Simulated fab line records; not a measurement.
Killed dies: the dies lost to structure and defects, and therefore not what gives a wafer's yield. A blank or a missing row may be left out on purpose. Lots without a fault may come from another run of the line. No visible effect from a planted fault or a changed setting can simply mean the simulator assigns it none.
Struck lot and sound lot, side by side || flow sky130 || 43 steps out of a route of 708
Sound: these wafers, L496.1, L496.2, L496.6. Wafers L508.2, L508.4, L508.5 were the ones struck. The cause is given at the end.
Each step with rows lists, per side, the tool, then ch with its chambers, then its first start. Under that, the readings that differ: sound wafers || struck wafers || difference of the means || sigmas: that difference in standard deviations of wafers without a fault.
alike: same words and numbers on both sides, and readings whose means sit less than 2 such deviations apart. not compared: any withheld reading, any reading some wafer has no value for, any bound like >300 that may hide the same value, and any number with overlapping values for which the record gives no deviation.
The two part at a step that has a row with sigmas, a row that says differs or no value, or rows on one side only. Non-overlapping numbers with no deviation appear without sigmas and do not part them. Lack of a reading on every wafer of one side parts them only where that side has two or more wafers.

first, 3 steps without rows for these wafers: SKY_FIELD_ISO_EXPOSE_10 (exposes mask FOM, target cd 150 nm); SKY_FIELD_ISO_PEB_11; SKY_FIELD_ISO_DEVELOP_12 (develop time 60 s).
SKY_FIELD_ISO_CD_MEAS_13: the cd target is 150 nm.
  sound: cd sem-01 at day 2 14:30; struck: cd sem-02 at day 5 00:04
  alike: cd nm
then, 1 step without rows for these wafers: SKY_FIELD_ISO_ETCH_14 (etches BARC in N2/H2, stops on SiO2, time 45.9 s, target depth 60 nm).
SKY_FIELD_ISO_ETCH_15: etches the open film in CHF3/O2, stops on Si, target depth 180 nm, time 72 s.
  sound on rie diel-01 ch 0,2,3, day 2 14:40; struck on rie diel-01 ch 1,2, day 5 00:12
  alike: drypump motor current A, oes product au, throttle valve pct
  not compared: rf hours counter h
SKY_FIELD_ISO_STRIP_16: strips in O2/N2.
  sound on plasma asher-02 ch 0,1, day 2 14:43; struck on plasma asher-01 ch 0,1, day 5 00:16
  alike: drypump motor current A, oes product au, strip time to endpoint s
  not compared: rf hours counter h
SKY_FIELD_ISO_ETCH_17: etches Si in HBr/Cl2/O2, target depth 342 nm, time 97.7 s.
  sound on rie si-01 ch 0,1,3, day 2 14:49; struck on rie si-01 ch 0,3, day 5 00:22
  alike: drypump motor current A, oes product au, throttle valve pct
  not compared: rf hours counter h
then, 4 steps without rows for these wafers: SKY_FIELD_ISO_WET_ETCH_18 (etches Si3N4 in H3PO4, target depth 25 nm, time 286 s); SKY_FIELD_ISO_CLEAN_19 (cleans in SC1/SC2, time 150 s); SKY_FIELD_ISO_CLEAN_20 (cleans in dHF, time 20 s); SKY_FIELD_ISO_WET_ETCH_21 (etches SiO2 in dHF, target depth 20 nm, time 400 s).
SKY_FIELD_ISO_OXIDATION_22: stabilise 600 s, purge 300 s, target thk 10 nm.
  sound on furnace-02 ch 0, day 2 17:43; struck on furnace-02 ch 0, day 5 00:42
  alike: spike tc lower C, spike tc upper C
SKY_FIELD_ISO_THK_MEAS_23:
  sound: film metro-03 at day 2 18:53; struck: film metro-01 at day 5 01:53
{"reading": "FIELD_ISO_OXIDATION_01_THK (nm)", "sound": "9.65 9.59 9.72", "struck": "10.27 10.05 10.03", "difference": "+0.46", "sigmas": "+2"}
then, 1 step without rows for these wafers: SKY_FIELD_ISO_CVD_24 (deposits SiO2, target thk 595 nm, time 99.2 s).
SKY_FIELD_ISO_THK_MEAS_25:
  sound: film metro-04 at day 2 19:01; struck: film metro-03 at day 5 02:01
  alike: FIELD_ISO_CVD_24_THK
then, 1 step without rows for these wafers: SKY_FIELD_ISO_ANNEAL_26 (time 1800 s).
SKY_FIELD_ISO_CMP_27: polishes, stops on Si3N4, t overpolish 16 s, target thk 457.8 nm.
  sound on cmp-01 ch 0,1, day 2 23:15; struck on cmp-02 ch 1,2,3, day 5 03:34
  alike: motor current A, overpolish run s, time to endpoint s
then, 5 steps without rows for these wafers: SKY_FIELD_ISO_WET_ETCH_28 (etches SiO2 in dHF, target depth 23.7 nm, time 47 s); SKY_FIELD_ISO_WET_ETCH_29 (etches Si3N4 in H3PO4, target depth 160 nm, time 1825 s); SKY_FIELD_ISO_WET_ETCH_30 (etches SiO2 in dHF, target depth 25 nm, time 50 s); SKY_NWELL_CLEAN_00 (cleans in SC1/SC2, time 150 s); SKY_NWELL_OXIDATION_01 (stabilise 600 s, purge 300 s, target thk 10 nm).
SKY_NWELL_THK_MEAS_02:
  sound: film metro-03 at day 3 03:20; struck: film metro-01 at day 5 05:56
  alike: NWELL_OXIDATION_THK
then, 8 steps without rows for these wafers: SKY_DNWELL_DEHYDRATE_00 (time 60 s); SKY_DNWELL_HMDS_01 (prime time 60 s); SKY_DNWELL_COAT_02 (resist thk 3000 nm); SKY_DNWELL_SOFTBAKE_03; SKY_DNWELL_EXPOSE_04 (exposes mask DNM, target cd 3000 nm); SKY_DNWELL_PEB_05; SKY_DNWELL_DEVELOP_06 (develop time 60 s); SKY_DNWELL_IMPLANT_07.
SKY_DNWELL_STRIP_08: strips in O2/N2.
  sound on plasma asher-02 ch 0,1, day 3 19:35; struck on plasma asher-03 ch 0,1, day 6 00:35
  alike: drypump motor current A, oes product au, strip time to endpoint s
  not compared: rf hours counter h
SKY_DNWELL_TW_MEAS_09:
  sound: film metro-01 at day 3 19:41; struck: film metro-03 at day 6 00:42
{"reading": "DNWELL_TW", "sound": "1135 1139 1135", "struck": "1104 1105 1104", "difference": -32, "sigmas": -2}
then, 7 steps without rows for these wafers: SKY_PWDE_DEHYDRATE_00 (time 60 s); SKY_PWDE_HMDS_01 (prime time 60 s); SKY_PWDE_COAT_02 (resist thk 3000 nm); SKY_PWDE_SOFTBAKE_03; SKY_PWDE_EXPOSE_04 (exposes mask PWDEM, target cd 840 nm); SKY_PWDE_PEB_05; SKY_PWDE_DEVELOP_06 (develop time 60 s).
SKY_PWDE_OVL_MEAS_07:
  sound: overlay-01 at day 4 12:44; struck: overlay-02 at day 6 17:26
  alike: PWDE_OVL
-- the record jumps here: 42 days lie between the struck wafers' starts before and after (it left off in module PWDE and takes up again in module PAD_OPEN, whose first step shown is number 708 of the route) --
SKY_PAD_OPEN_PROBE_99:
  sound: prober-01 at day 46 04:48; struck: prober-02 at day 48 11:11
{"reading": "killed at front end", "sound": "17 8 9", "struck": "166 158 153", "difference": "+148", "sigmas": "+33"}
{"reading": "killed dies", "sound": "89 75 81", "struck": "236 233 220", "difference": "+148", "sigmas": "+17"}
{"reading": "killed on rim", "sound": "16 16 13", "struck": "44 48 54", "difference": "+34", "sigmas": "+9"}
  alike: killed_at_M0_to_M3, killed_at_M4_up, killed at contacts, killed at other, killed open, killed short

WHERE THEY PART
Earliest at SKY_FIELD_ISO_THK_MEAS_23; latest, in this record, at SKY_PAD_OPEN_PROBE_99.

WHY: what the simulator had put in
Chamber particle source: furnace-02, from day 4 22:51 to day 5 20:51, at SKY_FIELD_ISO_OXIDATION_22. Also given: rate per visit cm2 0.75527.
